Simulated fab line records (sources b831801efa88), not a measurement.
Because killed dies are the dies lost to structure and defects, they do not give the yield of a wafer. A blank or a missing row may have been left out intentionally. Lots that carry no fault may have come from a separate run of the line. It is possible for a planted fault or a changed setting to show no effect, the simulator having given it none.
fab line records :: flow sky130
record
  lots=12
  wafers=36
  lastDay=50
route steps=708 shown CAP2M@605
lots that met no fault: taken from a fault-free run of the same line
startH: hours from the record's first day to the start of the lot's first wafer shown :: waitH: hours since the lot's step before :: " as in the row above :: L1.1+2: one row covering several wafers at once :: - either no value or no given start :: * or withheld: withheld :: < > ~ a bound
route shown NAME@n: a module of which the file shows steps, and the number in the route of the first :: usual: mean and standard deviation over wafers with no fault :: same: alike in all rows :: chamber/n: place in a boat :: sites: the reading at each site :: _std_site: the standard deviation of these :: _edge_site: mean of outer sites minus mean of inner sites :: radiusMm: for every site, how far away it sits from the centre of the wafer :: mask NAME#n: copy n :: behind: the most recent tool/chamber to have shaped the wafer :: hold: the reason the lot was held/the length of the hold in hours/how it ended :: device: names the non-switching transistor (n, p or np) :: end of line: tests of these same wafers at the route's end :: step lacking rows: just its recipe :: killed: not the wafer's yield, but the dies lost to structure and defects at the first sort :: map: shows each die of a wafer: x if killed, . if not, _ if none is there
set.NAME: the setting the step ran with; set.NAME@STEP: the setting that earlier step ran with :: model.NAME: the simulator's own value behind a step, which no gauge read
route steps across a sampled set of lots; one table per step, one row per wafer
services: from which hour (startH, from the record's first day; less than 0 if before it) a tool's chamber was out of use, for how many hours, and why
## steps
# step SKY_CAP2M_SPUTTER_02
# recipe
  material=TiN
  targetThkNm=200
  tempC=300
  powerW=6500
  timeS=166.7
  chamberPressurePa=0.4
# usual
  cathodeDcPowerW=6499.9/1.2
  throttleValvePct=30.2/0.55
# same
  timeS=166.7
lot.wafer: L412.1
tool: pvdSputter-03
chamber: -
startH: 921.80
waitH: 0.1
cathodeDcPowerW: 6500.0
throttleValvePct: 31.2

lot.wafer: L412.5
tool: pvdSputter-03
chamber: -
startH: 921.80
waitH: 0.1
cathodeDcPowerW: 6500.5
throttleValvePct: 30.7

lot.wafer: L412.6
tool: pvdSputter-03
chamber: -
startH: 921.80
waitH: 0.1
cathodeDcPowerW: 6498.1
throttleValvePct: 30.6

lot.wafer: L413.2
tool: pvdSputter-03
chamber: -
startH: 926.80
waitH: 0.0
cathodeDcPowerW: 6499.7
throttleValvePct: 30.9

lot.wafer: L413.4
tool: pvdSputter-03
chamber: -
startH: 926.80
waitH: 0.0
cathodeDcPowerW: 6500.5
throttleValvePct: 30.9

lot.wafer: L413.6
tool: pvdSputter-03
chamber: -
startH: 926.80
waitH: 0.0
cathodeDcPowerW: 6498.7
throttleValvePct: 30.7

lot.wafer: L417.1
tool: pvdSputter-01
chamber: -
startH: 960.80
waitH: 0.1
cathodeDcPowerW: 6496.9
throttleValvePct: 30.4

lot.wafer: L417.5
tool: pvdSputter-01
chamber: -
startH: 960.80
waitH: 0.1
cathodeDcPowerW: 6501.6
throttleValvePct: 30.2

lot.wafer: L417.6
tool: pvdSputter-01
chamber: -
startH: 960.80
waitH: 0.1
cathodeDcPowerW: 6500.2
throttleValvePct: 30.1

lot.wafer: L420.1
tool: pvdSputter-01
chamber: -
startH: 985.01
waitH: 0.1
cathodeDcPowerW: 5171.9
throttleValvePct: 30.6

lot.wafer: L420.2
tool: pvdSputter-01
chamber: -
startH: 985.01
waitH: 0.1
cathodeDcPowerW: 5172.7
throttleValvePct: 30.3

lot.wafer: L420.5
tool: pvdSputter-01
chamber: -
startH: 985.01
waitH: 0.1
cathodeDcPowerW: 5172.0
throttleValvePct: 30.0

lot.wafer: L423.2
tool: pvdSputter-01
chamber: -
startH: 1007.42
waitH: 0.0
cathodeDcPowerW: 5173.3
throttleValvePct: 30.3

lot.wafer: L423.4
tool: pvdSputter-01
chamber: -
startH: 1007.42
waitH: 0.0
cathodeDcPowerW: 5173.2
throttleValvePct: 29.1

lot.wafer: L423.6
tool: pvdSputter-01
chamber: -
startH: 1007.42
waitH: 0.0
cathodeDcPowerW: 5173.1
throttleValvePct: 29.2

lot.wafer: L424.1
tool: pvdSputter-03
chamber: -
startH: 1013.10
waitH: 0.1
cathodeDcPowerW: 6501.5
throttleValvePct: 30.9

lot.wafer: L424.4
tool: pvdSputter-03
chamber: -
startH: 1013.10
waitH: 0.1
cathodeDcPowerW: 6499.4
throttleValvePct: 31.1

lot.wafer: L424.5
tool: pvdSputter-03
chamber: -
startH: 1013.10
waitH: 0.1
cathodeDcPowerW: 6502.6
throttleValvePct: 30.5

lot.wafer: L425.1
tool: pvdSputter-03
chamber: -
startH: 1030.52
waitH: 0.1
cathodeDcPowerW: 6498.3
throttleValvePct: 30.8

lot.wafer: L425.3
tool: pvdSputter-03
chamber: -
startH: 1030.52
waitH: 0.1
cathodeDcPowerW: 6500.7
throttleValvePct: 31.0

lot.wafer: L425.5
tool: pvdSputter-03
chamber: -
startH: 1030.52
waitH: 0.1
cathodeDcPowerW: 6499.1
throttleValvePct: 30.7

lot.wafer: L430.2
tool: pvdSputter-03
chamber: -
startH: 1057.64
waitH: 0.0
cathodeDcPowerW: 6499.4
throttleValvePct: 31.1

lot.wafer: L430.4
tool: pvdSputter-03
chamber: -
startH: 1057.64
waitH: 0.0
cathodeDcPowerW: 6499.0
throttleValvePct: 30.5

lot.wafer: L430.5
tool: pvdSputter-03
chamber: -
startH: 1057.64
waitH: 0.0
cathodeDcPowerW: 6501.0
throttleValvePct: 30.7

lot.wafer: L431.2
tool: pvdSputter-03
chamber: -
startH: 1058.79
waitH: 0.0
cathodeDcPowerW: 6499.1
throttleValvePct: 31.0

lot.wafer: L431.3
tool: pvdSputter-03
chamber: -
startH: 1058.79
waitH: 0.0
cathodeDcPowerW: 6501.1
throttleValvePct: 30.8

lot.wafer: L431.6
tool: pvdSputter-03
chamber: -
startH: 1058.79
waitH: 0.0
cathodeDcPowerW: 6498.4
throttleValvePct: 30.7

lot.wafer: L432.2
tool: pvdSputter-03
chamber: -
startH: 1067.39
waitH: 0.0
cathodeDcPowerW: 6500.0
throttleValvePct: 31.1

lot.wafer: L432.3
tool: pvdSputter-03
chamber: -
startH: 1067.39
waitH: 0.0
cathodeDcPowerW: 6501.0
throttleValvePct: 30.9

lot.wafer: L432.5
tool: pvdSputter-03
chamber: -
startH: 1067.39
waitH: 0.0
cathodeDcPowerW: 6500.6
throttleValvePct: 30.7

lot.wafer: L434.2
tool: pvdSputter-03
chamber: -
startH: 1080.56
waitH: 0.0
cathodeDcPowerW: 6499.9
throttleValvePct: 31.1

lot.wafer: L434.3
tool: pvdSputter-03
chamber: -
startH: 1080.56
waitH: 0.0
cathodeDcPowerW: 6502.3
throttleValvePct: 31.0

lot.wafer: L434.5
tool: pvdSputter-03
chamber: -
startH: 1080.56
waitH: 0.0
cathodeDcPowerW: 6500.5
throttleValvePct: 30.7

lot.wafer: L435.2
tool: pvdSputter-03
chamber: -
startH: 1082.72
waitH: 0.0
cathodeDcPowerW: 6501.7
throttleValvePct: 31.0

lot.wafer: L435.4
tool: pvdSputter-03
chamber: -
startH: 1082.72
waitH: 0.0
cathodeDcPowerW: 6501.9
throttleValvePct: 30.8

lot.wafer: L435.5
tool: pvdSputter-03
chamber: -
startH: 1082.72
waitH: 0.0
cathodeDcPowerW: 6499.9
throttleValvePct: 30.6
# step SKY_CAP2M_RS_MEAS_03
# recipe
  thkMeasGauge=four-point-probe
  reads=TiN_of_CAP2M_SPUTTER_02
# usual
  CAP2M_TIN_RS=6.91/0.068
lot.wafer: L412.1
tool: filmMetro-02
chamber: -
startH: 921.91
waitH: 0.1
CAP2M_TIN_RS[ohm/sq]: 6.91

lot.wafer: L412.5
tool: filmMetro-02
chamber: -
startH: 921.91
waitH: 0.1
CAP2M_TIN_RS[ohm/sq]: 6.88

lot.wafer: L412.6
tool: filmMetro-02
chamber: -
startH: 921.91
waitH: 0.1
CAP2M_TIN_RS[ohm/sq]: 6.95

lot.wafer: L413.2
tool: filmMetro-01
chamber: -
startH: 926.93
waitH: 0.1
CAP2M_TIN_RS[ohm/sq]: 6.88

lot.wafer: L413.4
tool: filmMetro-01
chamber: -
startH: 926.93
waitH: 0.1
CAP2M_TIN_RS[ohm/sq]: 6.94

lot.wafer: L413.6
tool: filmMetro-01
chamber: -
startH: 926.93
waitH: 0.1
CAP2M_TIN_RS[ohm/sq]: 6.90

lot.wafer: L417.1
tool: filmMetro-01
chamber: -
startH: 960.90
waitH: 0.1
CAP2M_TIN_RS[ohm/sq]: 7.00

lot.wafer: L417.5
tool: filmMetro-01
chamber: -
startH: 960.90
waitH: 0.1
CAP2M_TIN_RS[ohm/sq]: 6.97

lot.wafer: L417.6
tool: filmMetro-01
chamber: -
startH: 960.90
waitH: 0.1
CAP2M_TIN_RS[ohm/sq]: 7.04

lot.wafer: L420.1
tool: filmMetro-02
chamber: -
startH: 985.12
waitH: 0.1
CAP2M_TIN_RS[ohm/sq]: 8.84

lot.wafer: L420.2
tool: filmMetro-02
chamber: -
startH: 985.12
waitH: 0.1
CAP2M_TIN_RS[ohm/sq]: 8.85

lot.wafer: L420.5
tool: filmMetro-02
chamber: -
startH: 985.12
waitH: 0.1
CAP2M_TIN_RS[ohm/sq]: 8.95

lot.wafer: L423.2
tool: filmMetro-04
chamber: -
startH: 1007.55
waitH: 0.1
CAP2M_TIN_RS[ohm/sq]: 8.86

lot.wafer: L423.4
tool: filmMetro-04
chamber: -
startH: 1007.55
waitH: 0.1
CAP2M_TIN_RS[ohm/sq]: 8.67

lot.wafer: L423.6
tool: filmMetro-04
chamber: -
startH: 1007.55
waitH: 0.1
CAP2M_TIN_RS[ohm/sq]: 8.80

lot.wafer: L424.1
tool: filmMetro-02
chamber: -
startH: 1013.21
waitH: 0.1
CAP2M_TIN_RS[ohm/sq]: 6.82

lot.wafer: L424.4
tool: filmMetro-02
chamber: -
startH: 1013.21
waitH: 0.1
CAP2M_TIN_RS[ohm/sq]: 6.85

lot.wafer: L424.5
tool: filmMetro-02
chamber: -
startH: 1013.21
waitH: 0.1
CAP2M_TIN_RS[ohm/sq]: 6.82

lot.wafer: L425.1
tool: filmMetro-02
chamber: -
startH: 1030.63
waitH: 0.1
CAP2M_TIN_RS[ohm/sq]: 6.81

lot.wafer: L425.3
tool: filmMetro-02
chamber: -
startH: 1030.63
waitH: 0.1
CAP2M_TIN_RS[ohm/sq]: 6.82

lot.wafer: L425.5
tool: filmMetro-02
chamber: -
startH: 1030.63
waitH: 0.1
CAP2M_TIN_RS[ohm/sq]: 6.77

lot.wafer: L430.2
tool: filmMetro-04
chamber: -
startH: 1057.77
waitH: 0.1
CAP2M_TIN_RS[ohm/sq]: 6.85

lot.wafer: L430.4
tool: filmMetro-04
chamber: -
startH: 1057.77
waitH: 0.1
CAP2M_TIN_RS[ohm/sq]: 6.84

lot.wafer: L430.5
tool: filmMetro-04
chamber: -
startH: 1057.77
waitH: 0.1
CAP2M_TIN_RS[ohm/sq]: 6.84

lot.wafer: L431.2
tool: filmMetro-04
chamber: -
startH: 1058.92
waitH: 0.1
CAP2M_TIN_RS[ohm/sq]: 6.86

lot.wafer: L431.3
tool: filmMetro-04
chamber: -
startH: 1058.92
waitH: 0.1
CAP2M_TIN_RS[ohm/sq]: 6.94

lot.wafer: L431.6
tool: filmMetro-04
chamber: -
startH: 1058.92
waitH: 0.1
CAP2M_TIN_RS[ohm/sq]: 6.90

lot.wafer: L432.2
tool: filmMetro-04
chamber: -
startH: 1067.59
waitH: 0.1
CAP2M_TIN_RS[ohm/sq]: 6.80

lot.wafer: L432.3
tool: filmMetro-04
chamber: -
startH: 1067.59
waitH: 0.1
CAP2M_TIN_RS[ohm/sq]: 6.87

lot.wafer: L432.5
tool: filmMetro-04
chamber: -
startH: 1067.59
waitH: 0.1
CAP2M_TIN_RS[ohm/sq]: 6.80

lot.wafer: L434.2
tool: filmMetro-02
chamber: -
startH: 1080.69
waitH: 0.1
CAP2M_TIN_RS[ohm/sq]: 6.90

lot.wafer: L434.3
tool: filmMetro-02
chamber: -
startH: 1080.69
waitH: 0.1
CAP2M_TIN_RS[ohm/sq]: 6.77

lot.wafer: L434.5
tool: filmMetro-02
chamber: -
startH: 1080.69
waitH: 0.1
CAP2M_TIN_RS[ohm/sq]: 6.76

lot.wafer: L435.2
tool: filmMetro-04
chamber: -
startH: 1082.84
waitH: 0.1
CAP2M_TIN_RS[ohm/sq]: 6.97

lot.wafer: L435.4
tool: filmMetro-04
chamber: -
startH: 1082.84
waitH: 0.1
CAP2M_TIN_RS[ohm/sq]: 6.92

lot.wafer: L435.5
tool: filmMetro-04
chamber: -
startH: 1082.84
waitH: 0.1
CAP2M_TIN_RS[ohm/sq]: 6.90
# step SKY_CAP2M_THK_MEAS_04
# recipe
  thkMeasGauge=xrf
  reads=TiN_of_CAP2M_SPUTTER_02
# usual
  CAP2M_TIN_THK=205.3/2.8
lot.wafer: L412.1
tool: filmMetro-02
chamber: -
startH: 922.03
waitH: 0.1
CAP2M_TIN_THK[nm]: 203.1

lot.wafer: L412.5
tool: filmMetro-02
chamber: -
startH: 922.03
waitH: 0.1
CAP2M_TIN_THK[nm]: 204.5

lot.wafer: L412.6
tool: filmMetro-02
chamber: -
startH: 922.03
waitH: 0.1
CAP2M_TIN_THK[nm]: 202.6

lot.wafer: L413.2
tool: filmMetro-01
chamber: -
startH: 927.04
waitH: 0.1
CAP2M_TIN_THK[nm]: 206.7

lot.wafer: L413.4
tool: filmMetro-01
chamber: -
startH: 927.04
waitH: 0.1
CAP2M_TIN_THK[nm]: 203.8

lot.wafer: L413.6
tool: filmMetro-01
chamber: -
startH: 927.04
waitH: 0.1
CAP2M_TIN_THK[nm]: 205.4

lot.wafer: L417.1
tool: filmMetro-01
chamber: -
startH: 961.02
waitH: 0.1
CAP2M_TIN_THK[nm]: 203.1

lot.wafer: L417.5
tool: filmMetro-01
chamber: -
startH: 961.02
waitH: 0.1
CAP2M_TIN_THK[nm]: 204.5

lot.wafer: L417.6
tool: filmMetro-01
chamber: -
startH: 961.02
waitH: 0.1
CAP2M_TIN_THK[nm]: 202.0

lot.wafer: L420.1
tool: filmMetro-02
chamber: -
startH: 985.24
waitH: 0.1
CAP2M_TIN_THK[nm]: 160.0

lot.wafer: L420.2
tool: filmMetro-02
chamber: -
startH: 985.24
waitH: 0.1
CAP2M_TIN_THK[nm]: 159.4

lot.wafer: L420.5
tool: filmMetro-02
chamber: -
startH: 985.24
waitH: 0.1
CAP2M_TIN_THK[nm]: 158.4

lot.wafer: L423.2
tool: filmMetro-04
chamber: -
startH: 1007.66
waitH: 0.1
CAP2M_TIN_THK[nm]: 161.5

lot.wafer: L423.4
tool: filmMetro-04
chamber: -
startH: 1007.66
waitH: 0.1
CAP2M_TIN_THK[nm]: 164.6

lot.wafer: L423.6
tool: filmMetro-04
chamber: -
startH: 1007.66
waitH: 0.1
CAP2M_TIN_THK[nm]: 162.0

lot.wafer: L424.1
tool: filmMetro-02
chamber: -
startH: 1013.33
waitH: 0.1
CAP2M_TIN_THK[nm]: 208.4

lot.wafer: L424.4
tool: filmMetro-02
chamber: -
startH: 1013.33
waitH: 0.1
CAP2M_TIN_THK[nm]: 206.2

lot.wafer: L424.5
tool: filmMetro-02
chamber: -
startH: 1013.33
waitH: 0.1
CAP2M_TIN_THK[nm]: 208.1

lot.wafer: L425.1
tool: filmMetro-02
chamber: -
startH: 1030.75
waitH: 0.1
CAP2M_TIN_THK[nm]: 209.1

lot.wafer: L425.3
tool: filmMetro-02
chamber: -
startH: 1030.75
waitH: 0.1
CAP2M_TIN_THK[nm]: 208.3

lot.wafer: L425.5
tool: filmMetro-02
chamber: -
startH: 1030.75
waitH: 0.1
CAP2M_TIN_THK[nm]: 209.2

lot.wafer: L430.2
tool: filmMetro-04
chamber: -
startH: 1057.88
waitH: 0.1
CAP2M_TIN_THK[nm]: 209.2

lot.wafer: L430.4
tool: filmMetro-04
chamber: -
startH: 1057.88
waitH: 0.1
CAP2M_TIN_THK[nm]: 208.7

lot.wafer: L430.5
tool: filmMetro-04
chamber: -
startH: 1057.88
waitH: 0.1
CAP2M_TIN_THK[nm]: 208.8

lot.wafer: L431.2
tool: filmMetro-04
chamber: -
startH: 1059.03
waitH: 0.1
CAP2M_TIN_THK[nm]: 208.9

lot.wafer: L431.3
tool: filmMetro-04
chamber: -
startH: 1059.03
waitH: 0.1
CAP2M_TIN_THK[nm]: 206.0

lot.wafer: L431.6
tool: filmMetro-04
chamber: -
startH: 1059.03
waitH: 0.1
CAP2M_TIN_THK[nm]: 207.6

lot.wafer: L432.2
tool: filmMetro-04
chamber: -
startH: 1067.70
waitH: 0.1
CAP2M_TIN_THK[nm]: 210.2

lot.wafer: L432.3
tool: filmMetro-04
chamber: -
startH: 1067.70
waitH: 0.1
CAP2M_TIN_THK[nm]: 208.2

lot.wafer: L432.5
tool: filmMetro-04
chamber: -
startH: 1067.70
waitH: 0.1
CAP2M_TIN_THK[nm]: 210.8

lot.wafer: L434.2
tool: filmMetro-02
chamber: -
startH: 1080.80
waitH: 0.1
CAP2M_TIN_THK[nm]: 204.0

lot.wafer: L434.3
tool: filmMetro-02
chamber: -
startH: 1080.80
waitH: 0.1
CAP2M_TIN_THK[nm]: 207.3

lot.wafer: L434.5
tool: filmMetro-02
chamber: -
startH: 1080.80
waitH: 0.1
CAP2M_TIN_THK[nm]: 208.1

lot.wafer: L435.2
tool: filmMetro-04
chamber: -
startH: 1082.95
waitH: 0.1
CAP2M_TIN_THK[nm]: 205.4

lot.wafer: L435.4
tool: filmMetro-04
chamber: -
startH: 1082.95
waitH: 0.1
CAP2M_TIN_THK[nm]: 205.0

lot.wafer: L435.5
tool: filmMetro-04
chamber: -
startH: 1082.95
waitH: 0.1
CAP2M_TIN_THK[nm]: 206.1
# step SKY_CAP2M_METAL_ETCH_13
# recipe
  targetDepthNm=220
  stopOn=SiO2
  chemistry=Cl2/BCl3
  target=TiN
  pressureMtorr=10
  icpW=900
  biasW=48.5
  Cl2_flow_sccm=60
  bcl3FlowSccm=30
  timeS=62.9
# usual
  drypumpMotorCurrentA=5.6/0.4
  oesProductAu=0.941/0.0069
  throttleValvePct=21.902/0.01
# same
  timeS=62.9
lot.wafer: L412.1
tool: rieMetal-01
chamber: 1
startH: 946.28
waitH: 0.0
drypumpMotorCurrentA: 5.4
oesProductAu: 0.942
rfHoursCounterH: 12
throttleValvePct: 21.908

lot.wafer: L412.5
tool: rieMetal-01
chamber: 0
startH: 946.28
waitH: 0.0
drypumpMotorCurrentA: 5.7
oesProductAu: 0.935
rfHoursCounterH: -
throttleValvePct: 21.912

lot.wafer: L412.6
tool: rieMetal-01
chamber: 1
startH: 946.28
waitH: 0.0
drypumpMotorCurrentA: 5.5
oesProductAu: 0.944
rfHoursCounterH: -
throttleValvePct: 21.904

lot.wafer: L413.2
tool: rieMetal-04
chamber: 0
startH: 951.53
waitH: 0.0
drypumpMotorCurrentA: 6.0
oesProductAu: 0.944
rfHoursCounterH: 12
throttleValvePct: 21.907

lot.wafer: L413.4
tool: rieMetal-04
chamber: 0
startH: 951.53
waitH: 0.0
drypumpMotorCurrentA: 6.1
oesProductAu: 0.938
rfHoursCounterH: -
throttleValvePct: 21.925

lot.wafer: L413.6
tool: rieMetal-04
chamber: 0
startH: 951.53
waitH: 0.0
drypumpMotorCurrentA: 6.1
oesProductAu: 0.949
rfHoursCounterH: -
throttleValvePct: 21.910

lot.wafer: L417.1
tool: rieMetal-04
chamber: 1
startH: 984.98
waitH: 0.0
drypumpMotorCurrentA: 5.2
oesProductAu: 0.926
rfHoursCounterH: 2
throttleValvePct: 21.891

lot.wafer: L417.5
tool: rieMetal-04
chamber: 0
startH: 984.98
waitH: 0.0
drypumpMotorCurrentA: 6.1
oesProductAu: 0.934
rfHoursCounterH: -
throttleValvePct: 21.906

lot.wafer: L417.6
tool: rieMetal-04
chamber: 1
startH: 984.98
waitH: 0.0
drypumpMotorCurrentA: 5.2
oesProductAu: 0.931
rfHoursCounterH: -
throttleValvePct: 21.902

lot.wafer: L420.1
tool: rieMetal-04
chamber: 1
startH: 1008.08
waitH: 0.0
drypumpMotorCurrentA: 5.2
oesProductAu: 0.810
rfHoursCounterH: 3
throttleValvePct: 21.999

lot.wafer: L420.2
tool: rieMetal-04
chamber: 0
startH: 1008.08
waitH: 0.0
drypumpMotorCurrentA: 6.0
oesProductAu: 0.815
rfHoursCounterH: 15
throttleValvePct: 21.987

lot.wafer: L420.5
tool: rieMetal-04
chamber: 1
startH: 1008.08
waitH: 0.0
drypumpMotorCurrentA: 5.2
oesProductAu: 0.817
rfHoursCounterH: -
throttleValvePct: 21.984

lot.wafer: L423.2
tool: rieMetal-04
chamber: 0
startH: 1029.63
waitH: 0.0
drypumpMotorCurrentA: 6.1
oesProductAu: 0.827
rfHoursCounterH: 17
throttleValvePct: 21.975

lot.wafer: L423.4
tool: rieMetal-04
chamber: 1
startH: 1029.63
waitH: 0.0
drypumpMotorCurrentA: 5.2
oesProductAu: 0.824
rfHoursCounterH: -
throttleValvePct: 21.971

lot.wafer: L423.6
tool: rieMetal-04
chamber: 1
startH: 1029.63
waitH: 0.0
drypumpMotorCurrentA: 5.2
oesProductAu: 0.815
rfHoursCounterH: -
throttleValvePct: 21.985

lot.wafer: L424.1
tool: rieMetal-01
chamber: 0
startH: 1035.80
waitH: 0.0
drypumpMotorCurrentA: 5.7
oesProductAu: 0.951
rfHoursCounterH: 10
throttleValvePct: 21.885

lot.wafer: L424.4
tool: rieMetal-01
chamber: 0
startH: 1035.80
waitH: 0.0
drypumpMotorCurrentA: 5.7
oesProductAu: 0.946
rfHoursCounterH: -
throttleValvePct: 21.902

lot.wafer: L424.5
tool: rieMetal-01
chamber: 1
startH: 1035.80
waitH: 0.0
drypumpMotorCurrentA: 5.5
oesProductAu: 0.946
rfHoursCounterH: -
throttleValvePct: 21.906

lot.wafer: L425.1
tool: rieMetal-02
chamber: 0
startH: 1052.84
waitH: 0.0
drypumpMotorCurrentA: 5.3
oesProductAu: 0.953
rfHoursCounterH: 20
throttleValvePct: 21.905

lot.wafer: L425.3
tool: rieMetal-02
chamber: 1
startH: 1052.84
waitH: 0.0
drypumpMotorCurrentA: 6.4
oesProductAu: 0.948
rfHoursCounterH: -
throttleValvePct: 21.894

lot.wafer: L425.5
tool: rieMetal-02
chamber: 0
startH: 1052.84
waitH: 0.0
drypumpMotorCurrentA: 5.3
oesProductAu: 0.953
rfHoursCounterH: -
throttleValvePct: 21.884

lot.wafer: L430.2
tool: rieMetal-04
chamber: 1
startH: 1078.93
waitH: 0.0
drypumpMotorCurrentA: 5.2
oesProductAu: 0.943
rfHoursCounterH: 8
throttleValvePct: 21.904

lot.wafer: L430.4
tool: rieMetal-04
chamber: 1
startH: 1078.93
waitH: 0.0
drypumpMotorCurrentA: 5.2
oesProductAu: 0.946
rfHoursCounterH: -
throttleValvePct: 21.896

lot.wafer: L430.5
tool: rieMetal-04
chamber: 1
startH: 1078.93
waitH: 0.0
drypumpMotorCurrentA: 5.2
oesProductAu: 0.943
rfHoursCounterH: -
throttleValvePct: 21.915

lot.wafer: L431.2
tool: rieMetal-01
chamber: 1
startH: 1080.18
waitH: 0.0
drypumpMotorCurrentA: 5.4
oesProductAu: 0.945
rfHoursCounterH: 20
throttleValvePct: 21.898

lot.wafer: L431.3
tool: rieMetal-01
chamber: 1
startH: 1080.18
waitH: 0.0
drypumpMotorCurrentA: 5.4
oesProductAu: 0.945
rfHoursCounterH: -
throttleValvePct: 21.911

lot.wafer: L431.6
tool: rieMetal-01
chamber: 0
startH: 1080.18
waitH: 0.0
drypumpMotorCurrentA: 5.7
oesProductAu: 0.937
rfHoursCounterH: -
throttleValvePct: 21.899

lot.wafer: L432.2
tool: rieMetal-04
chamber: 0
startH: 1088.85
waitH: 0.0
drypumpMotorCurrentA: 6.0
oesProductAu: 0.952
rfHoursCounterH: 20
throttleValvePct: 21.874

lot.wafer: L432.3
tool: rieMetal-04
chamber: 1
startH: 1088.85
waitH: 0.0
drypumpMotorCurrentA: 5.2
oesProductAu: 0.949
rfHoursCounterH: -
throttleValvePct: 21.908

lot.wafer: L432.5
tool: rieMetal-04
chamber: 1
startH: 1088.85
waitH: 0.0
drypumpMotorCurrentA: 5.2
oesProductAu: 0.957
rfHoursCounterH: -
throttleValvePct: 21.889

lot.wafer: L434.2
tool: rieMetal-01
chamber: 0
startH: 1100.24
waitH: 0.0
drypumpMotorCurrentA: 5.7
oesProductAu: 0.938
rfHoursCounterH: 13
throttleValvePct: 21.904

lot.wafer: L434.3
tool: rieMetal-01
chamber: 1
startH: 1100.24
waitH: 0.0
drypumpMotorCurrentA: 5.4
oesProductAu: 0.952
rfHoursCounterH: -
throttleValvePct: 21.883

lot.wafer: L434.5
tool: rieMetal-01
chamber: 1
startH: 1100.24
waitH: 0.0
drypumpMotorCurrentA: 5.5
oesProductAu: 0.956
rfHoursCounterH: -
throttleValvePct: 21.902

lot.wafer: L435.2
tool: rieMetal-02
chamber: 0
startH: 1102.80
waitH: 0.0
drypumpMotorCurrentA: 5.3
oesProductAu: 0.941
rfHoursCounterH: 24
throttleValvePct: 21.917

lot.wafer: L435.4
tool: rieMetal-02
chamber: 0
startH: 1102.80
waitH: 0.0
drypumpMotorCurrentA: 5.3
oesProductAu: 0.942
rfHoursCounterH: -
throttleValvePct: 21.896

lot.wafer: L435.5
tool: rieMetal-02
chamber: 0
startH: 1102.80
waitH: 0.0
drypumpMotorCurrentA: 5.4
oesProductAu: 0.940
rfHoursCounterH: -
throttleValvePct: 21.901
## services
tool: rieMetal-04
chamber: 1
startH: 925.71
hours: -
kind: clean

tool: rieMetal-04
chamber: 1
startH: 925.71
hours: 15.9
kind: scheduledDown

tool: rieMetal-04
chamber: 1
startH: 925.71
hours: 15.9
kind: ventCycle

tool: rieMetal-01
chamber: -
startH: 946.37
hours: 10.0
kind: pm

tool: rieMetal-01
chamber: -
startH: 970.27
hours: 15.6
kind: pm

tool: rieMetal-01
chamber: 0
startH: 1054.41
hours: 21.0
kind: repair

tool: rieMetal-01
chamber: -
startH: 1092.36
hours: 2.8
kind: pm
## key
firstSign
  step=SKY_CAP2M_SPUTTER_02
  reading=cathodeDcPowerW
  direction=down
  sigmas=99+
  usual=6499.9
  struck=5172.7
effect
  step=SKY_CAP2M_RS_MEAS_03
  reading=CAP2M_TIN_RS
  direction=up
  sigmas=28
  usual=6.91
  struck=8.83
effect
  step=SKY_CAP2M_THK_MEAS_04
  reading=CAP2M_TIN_THK
  direction=down
  sigmas=16
  usual=205.3
  struck=161.0
effect
  step=SKY_CAP2M_METAL_ETCH_13
  reading=oesProductAu
  direction=down
  sigmas=18
  usual=0.941
  struck=0.818
metAt SKY_CAP2M_SPUTTER_02
struckLots L420,L423
onsetBetween 960.80 985.01
fault
  kind=processParameterDrift
  tool=pvdSputter-01
  chamber=-
  onsetH=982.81
  steps=SKY_CAP2M_SPUTTER_02
  channel=powerW
  offset=*
  shape=step
  endH=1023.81
  actsIn=*
  stated=*
